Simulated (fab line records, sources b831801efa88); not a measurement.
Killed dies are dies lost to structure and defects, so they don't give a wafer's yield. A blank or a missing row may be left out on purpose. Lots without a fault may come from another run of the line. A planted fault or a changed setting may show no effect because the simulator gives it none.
Problem report in the 8D (eight disciplines) form, filled by code | flow gf180mcu | the parts of the form that need people (team, actions taken, sign-off) are left out

1. THE PROBLEM
beam_energy_keV at GF_DNWELL_IMPLANT_07 reads a mean of 1569.5 on 6 wafers of 2 lots; wafers without a fault read 1499.9 with a standard deviation of 0.45. That is +99 or more standard deviations from the usual mean.
First seen on wafer L867.4, day 5 05:27, on implanter-01. The record holds 18 wafers of 6 lots with a number at this step. Rule for "out", or "out of limits": more than 4 standard deviations from the usual mean. The other wafers with a number count as sound.

2. WHAT IT IS AND WHAT IT IS NOT
question                    | is                     | is not
which readings at this step | beam_energy_keV        | -
which lots                  | L867, L869             | L857, L860, L876, L879
which wafers of those lots  | all that have a number | -
read on which tools         | implanter-01           | implanter-03, implanter-04
when                        | from day 5 05:27       | up to then (6 sound wafers); but 6 sound wafers of L876, L879 came after

3. SUSPECTS, AND WHAT RULES EACH OUT
Counting: a tool at a process step up to the reading stays a suspect if it ran every lot that is out and no sound lot after the first of them.
- implanter-01 at GF_DNWELL_IMPLANT_07: kept. It ran every lot that is out, first L867 (day 5 05:27), and no sound lot after that; its last sound lot up to then is L860 (day 3 14:17). Its own readings are out on those wafers: beam_energy_keV.
Left after counting: implanter-01 at GF_DNWELL_IMPLANT_07.

4. THE CAUSE (what the simulator had put in)
Process parameter drift: implanter-01, from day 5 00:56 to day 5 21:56, at GF_DNWELL_IMPLANT_07. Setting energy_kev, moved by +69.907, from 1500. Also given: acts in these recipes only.
Counting left only this tool.

5. THE CHAIN OF EFFECTS, in route order
Each row: a reading whose mean over the struck wafers that have a number lies more than 3 standard deviations from the usual. Only readings for which the record gives a usual standard deviation are gone through. hours: the time from each lot's start at the first step in this table that gives one to its start at this step, as a median over the lots. sigmas: the change in usual standard deviations.
hours | step                 | reading         | usual  | on struck wafers | change | sigmas
0     | GF_DNWELL_IMPLANT_07 | beam_energy_keV | 1499.9 | 1569.5           | +69.6  | +99 or more
The process steps in it:
- GF_DNWELL_IMPLANT_07

6. WHAT WOULD HAVE CAUGHT IT SOONER
In this record the first reading out of limits was taken at day 5 05:27, 5 hours after the fault began at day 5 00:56.
